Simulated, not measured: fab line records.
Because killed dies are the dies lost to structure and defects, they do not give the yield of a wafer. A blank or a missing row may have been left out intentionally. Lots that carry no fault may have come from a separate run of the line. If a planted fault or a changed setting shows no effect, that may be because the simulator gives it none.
Which tool did it?	flow gf180mcu	27 wafers from 9 lots sampled at 3 of the route's 602 steps

== WHAT THE GAUGES SHOWED, per wafer ==
GF_V4_CD_MEAS_14: target cd 260 nm.
lot	measured	on	cdNm (nm)
L931	day 24 05:19	cdSem-02	259.9 260.6 260.1
L932	day 24 12:14	cdSem-02	258.3 259.3 259.6
L933	day 24 23:02	cdSem-02	259.1 259.0 259.9
L934	day 25 05:40	cdSem-01	259.1 259.0 260.1
L935	day 25 14:52	cdSem-01	258.1 258.3 260.9
L936	day 25 23:55	cdSem-01	261.3 261.3 261.9
L937	day 26 09:14	cdSem-02	257.9 258.6 259.8
L943	day 28 06:44	cdSem-02	260.1 268.5 260.6
L949	day 30 10:16	cdSem-01	257.9 258.0 259.9

== TOOL THAT RAN EACH LOT (tool first, then ch and the chambers of the sampled wafers, then the start) ==
lot	GF_M4_SPUTTER_01	GF_V4_EXPOSE_11
L931	pvdSputter-02, day 22 06:29	krfScanner-02 ch 0, day 23 18:28
L932	pvdSputter-04, day 22 14:25	krfScanner-02 ch 0, day 24 01:43
L933	pvdSputter-01, day 23 01:09	krfScanner-01 ch 0, day 24 11:58
L934	pvdSputter-04, day 23 08:07	krfScanner-02 ch 0, day 24 18:41
L935	pvdSputter-01, day 23 18:05	krfScanner-01 ch 0, day 25 04:34
L936	pvdSputter-01, day 24 02:40	krfScanner-02 ch 0, day 25 13:02
L937	pvdSputter-01, day 24 13:25	krfScanner-01 ch 0, day 25 23:11
L943	pvdSputter-02, day 26 13:50	krfScanner-02 ch 0, day 27 21:41
L949	pvdSputter-04, day 28 19:04	krfScanner-01 ch 0, day 30 00:57
- GF_M4_SPUTTER_01: material TiN, target thk 30 nm, time 25 s.
- GF_V4_EXPOSE_11: exposes mask Via4, target cd 260 nm.

== THE ANSWER, worked out from the rows above alone ==
Rule: the usual values come from the lots themselves. Put in order of their means at a reading, lots are off if they are a third of the lots or fewer, leave a main group of 4 or more, and stand apart from it by a gap of 3 or more times the standard deviation of the main group's means; of several such gaps the widest counts. A main group whose means are all the same, to the digits that the tables above print for the reading, isn't used. A lot without any number at a reading at which 4 lots or more have one is off too. Where the step has rows for the other lots, those lots are counted as sound.
No lot is off on any of the readings shown, so nothing can be concluded from this.

== WHAT THE SIMULATOR PUT IN ==
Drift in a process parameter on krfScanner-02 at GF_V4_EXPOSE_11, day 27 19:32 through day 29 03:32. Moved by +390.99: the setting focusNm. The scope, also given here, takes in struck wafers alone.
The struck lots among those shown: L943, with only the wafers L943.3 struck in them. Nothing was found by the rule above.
